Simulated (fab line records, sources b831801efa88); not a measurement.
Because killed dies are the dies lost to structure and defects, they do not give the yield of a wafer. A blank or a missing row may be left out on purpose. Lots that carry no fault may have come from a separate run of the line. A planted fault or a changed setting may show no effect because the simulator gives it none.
Which of the tools did it? :: flow sfq-line :: 43 wafers from 15 lots sampled at 2 of the route's 325 steps

== WHAT EACH GAUGE READ, for each wafer ==
The record lacks any reading of a measuring or inspecting step that a usual standard deviation could be used to judge.

== WHAT TOOL EACH LOT RAN ON (gives the tool, then ch and the chambers of the sampled wafers, and finally the start) ==
lot: L818
SFQ_TRILAYER_A5C_DEP_PECVD_142: pecvd-02 ch 1,2, day 65 01:00
SFQ_TRILAYER_C5_ETCH_VIA_ETCH_154: rie-diel-01 ch 1,2, day 69 16:46

lot: L819
SFQ_TRILAYER_A5C_DEP_PECVD_142: pecvd-03 ch 1,2, day 65 02:19
SFQ_TRILAYER_C5_ETCH_VIA_ETCH_154: rie-diel-02 ch 2,3, day 69 19:10

lot: L821
SFQ_TRILAYER_A5C_DEP_PECVD_142: pecvd-01 ch 0,2, day 70 08:50
SFQ_TRILAYER_C5_ETCH_VIA_ETCH_154: rie-diel-02 ch 1,3, day 70 14:41

lot: L822
SFQ_TRILAYER_A5C_DEP_PECVD_142: pecvd-03 ch 0,2, day 70 13:22
SFQ_TRILAYER_C5_ETCH_VIA_ETCH_154: rie-diel-02 ch 1,3, day 70 19:27

lot: L823
SFQ_TRILAYER_A5C_DEP_PECVD_142: pecvd-03 ch 0,1,2, day 71 05:56
SFQ_TRILAYER_C5_ETCH_VIA_ETCH_154: rie-diel-01 ch 0,1,3, day 71 11:31

lot: L824
SFQ_TRILAYER_A5C_DEP_PECVD_142: pecvd-02 ch 0,1,2, day 71 14:54
SFQ_TRILAYER_C5_ETCH_VIA_ETCH_154: rie-diel-03 ch 0,2,3, day 71 20:35

lot: L825
SFQ_TRILAYER_A5C_DEP_PECVD_142: pecvd-02 ch 0,1,2, day 73 09:43
SFQ_TRILAYER_C5_ETCH_VIA_ETCH_154: rie-diel-03 ch 0,3, day 73 22:04

lot: L826
SFQ_TRILAYER_A5C_DEP_PECVD_142: pecvd-01 ch 1,2, day 73 14:32
SFQ_TRILAYER_C5_ETCH_VIA_ETCH_154: rie-diel-03 ch 0,2,3, day 74 00:28

lot: L827
SFQ_TRILAYER_A5C_DEP_PECVD_142: pecvd-02 ch 0,1, day 73 16:55
SFQ_TRILAYER_C5_ETCH_VIA_ETCH_154: rie-diel-03 ch 0,1,2, day 74 07:40

lot: L828
SFQ_TRILAYER_A5C_DEP_PECVD_142: pecvd-02 ch 0,1,2, day 74 02:31
SFQ_TRILAYER_C5_ETCH_VIA_ETCH_154: rie-diel-03 ch 0,1,2, day 75 06:44

lot: L829
SFQ_TRILAYER_A5C_DEP_PECVD_142: pecvd-03 ch 0,1,2, day 74 06:08
SFQ_TRILAYER_C5_ETCH_VIA_ETCH_154: rie-diel-02 ch 1,2,3, day 75 07:56

lot: L830
SFQ_TRILAYER_A5C_DEP_PECVD_142: pecvd-03 ch 0,1, day 74 19:37
SFQ_TRILAYER_C5_ETCH_VIA_ETCH_154: rie-diel-02 ch 2,3, day 78 11:52

lot: L831
SFQ_TRILAYER_A5C_DEP_PECVD_142: pecvd-03 ch 0,1,2, day 75 02:47
SFQ_TRILAYER_C5_ETCH_VIA_ETCH_154: rie-diel-03 ch 0,1,2, day 78 21:29

lot: L832
SFQ_TRILAYER_A5C_DEP_PECVD_142: pecvd-03 ch 0,2, day 75 10:11
SFQ_TRILAYER_C5_ETCH_VIA_ETCH_154: rie-diel-03 ch 0,2, day 79 12:01

lot: L835
SFQ_TRILAYER_A5C_DEP_PECVD_142: pecvd-03 ch 1,2, day 75 22:40
SFQ_TRILAYER_C5_ETCH_VIA_ETCH_154: rie-diel-03 ch 1,3, day 80 02:23
- SFQ_TRILAYER_A5C_DEP_PECVD_142: deposits SiO2 from SiH4/N2O, time 15.556 s, target thk 70 nm.
- SFQ_TRILAYER_C5_ETCH_VIA_ETCH_154: etches SiO2 in CHF3, stops on Nb, target depth 84 nm.

== WHAT THE TOOLS THEMSELVES READ (means of the sampled wafers that have a number; where no wafer has one, the mark that the record gives instead) ==
SFQ_TRILAYER_A5C_DEP_PECVD_142.
lot: L818
tool: pecvd-02
heater-power-w (W): 106
throttle-valve-pct (%): 28.0

lot: L819
tool: pecvd-03
heater-power-w (W): 76
throttle-valve-pct (%): 23.3

lot: L821
tool: pecvd-01
heater-power-w (W): 92
throttle-valve-pct (%): 25.8

lot: L822
tool: pecvd-03
heater-power-w (W): 94
throttle-valve-pct (%): 25.0

lot: L823
tool: pecvd-03
heater-power-w (W): 82
throttle-valve-pct (%): 24.3

lot: L824
tool: pecvd-02
heater-power-w (W): 95
throttle-valve-pct (%): 26.7

lot: L825
tool: pecvd-02
heater-power-w (W): 94
throttle-valve-pct (%): 26.9

lot: L826
tool: pecvd-01
heater-power-w (W): 102
throttle-valve-pct (%): 23.3

lot: L827
tool: pecvd-02
heater-power-w (W): 86
throttle-valve-pct (%): 25.2

lot: L828
tool: pecvd-02
heater-power-w (W): 96
throttle-valve-pct (%): 26.7

lot: L829
tool: pecvd-03
heater-power-w (W): 87
throttle-valve-pct (%): 24.6

lot: L830
tool: pecvd-03
heater-power-w (W): 92
throttle-valve-pct (%): 25.0

lot: L831
tool: pecvd-03
heater-power-w (W): 84
throttle-valve-pct (%): 24.7

lot: L832
tool: pecvd-03
heater-power-w (W): 90
throttle-valve-pct (%): 24.9

lot: L835
tool: pecvd-03
heater-power-w (W): 78
throttle-valve-pct (%): 23.8

SFQ_TRILAYER_C5_ETCH_VIA_ETCH_154.
lot: L818
tool: rie-diel-01
drypump-motor-current-A (A): 5.7
oes-product-au (a.u.): 0.906

lot: L819
tool: rie-diel-02
drypump-motor-current-A (A): 5.0
oes-product-au (a.u.): 0.892

lot: L821
tool: rie-diel-02
drypump-motor-current-A (A): 4.9
oes-product-au (a.u.): 0.890

lot: L822
tool: rie-diel-02
drypump-motor-current-A (A): 4.9
oes-product-au (a.u.): 0.898

lot: L823
tool: rie-diel-01
drypump-motor-current-A (A): 5.5
oes-product-au (a.u.): 0.896

lot: L824
tool: rie-diel-03
drypump-motor-current-A (A): 5.5
oes-product-au (a.u.): 0.894

lot: L825
tool: rie-diel-03
drypump-motor-current-A (A): 5.5
oes-product-au (a.u.): 0.892

lot: L826
tool: rie-diel-03
drypump-motor-current-A (A): 5.5
oes-product-au (a.u.): 0.903

lot: L827
tool: rie-diel-03
drypump-motor-current-A (A): 5.6
oes-product-au (a.u.): 0.892

lot: L828
tool: rie-diel-03
drypump-motor-current-A (A): 5.6
oes-product-au (a.u.): 0.890

lot: L829
tool: rie-diel-02
drypump-motor-current-A (A): 4.9
oes-product-au (a.u.): 0.895

lot: L830
tool: rie-diel-02
drypump-motor-current-A (A): 5.0
oes-product-au (a.u.): 0.893

lot: L831
tool: rie-diel-03
drypump-motor-current-A (A): 5.6
oes-product-au (a.u.): 0.826

lot: L832
tool: rie-diel-03
drypump-motor-current-A (A): 5.7
oes-product-au (a.u.): 0.803

lot: L835
tool: rie-diel-03
drypump-motor-current-A (A): 5.4
oes-product-au (a.u.): 0.784

== THE ANSWER, worked out from the rows above alone ==
Rule: what is usual is taken from the lots themselves. The widest of any qualifying gaps counts: lots, ordered by their means at a reading, are off when they make up no more than a third of the lots, leave a main group of 4 or more, and stand apart from it by 3 or more times the standard deviation of that group's means. If all means in a main group match to the digits the tables above print for the reading, that group is not used. Also off: a lot with no number at a reading for which 4 or more lots have one. Where the step has rows for the other lots, those lots are counted as sound. First the gauges in route order, then the tools' own readings, where a lot's mean is used as printed above. The first step at which some lot is off is used, and at that step the reading that is off furthest; a lot without a number counts as furthest.
Off at SFQ_TRILAYER_C5_ETCH_VIA_ETCH_154 (oes-product-au): L831, L832, L835. Main group: mean 0.895 a.u., sd 0.0048.
A tool fits if, at that step or a process step before it, it ran every lot that is off, and no sound lot after the first of them. 2 tools fit, pecvd-03 at SFQ_TRILAYER_A5C_DEP_PECVD_142 and rie-diel-03 at SFQ_TRILAYER_C5_ETCH_VIA_ETCH_154, so this cannot tell which one it is.

== WHAT HAD BEEN PUT IN BY THE SIMULATOR ==
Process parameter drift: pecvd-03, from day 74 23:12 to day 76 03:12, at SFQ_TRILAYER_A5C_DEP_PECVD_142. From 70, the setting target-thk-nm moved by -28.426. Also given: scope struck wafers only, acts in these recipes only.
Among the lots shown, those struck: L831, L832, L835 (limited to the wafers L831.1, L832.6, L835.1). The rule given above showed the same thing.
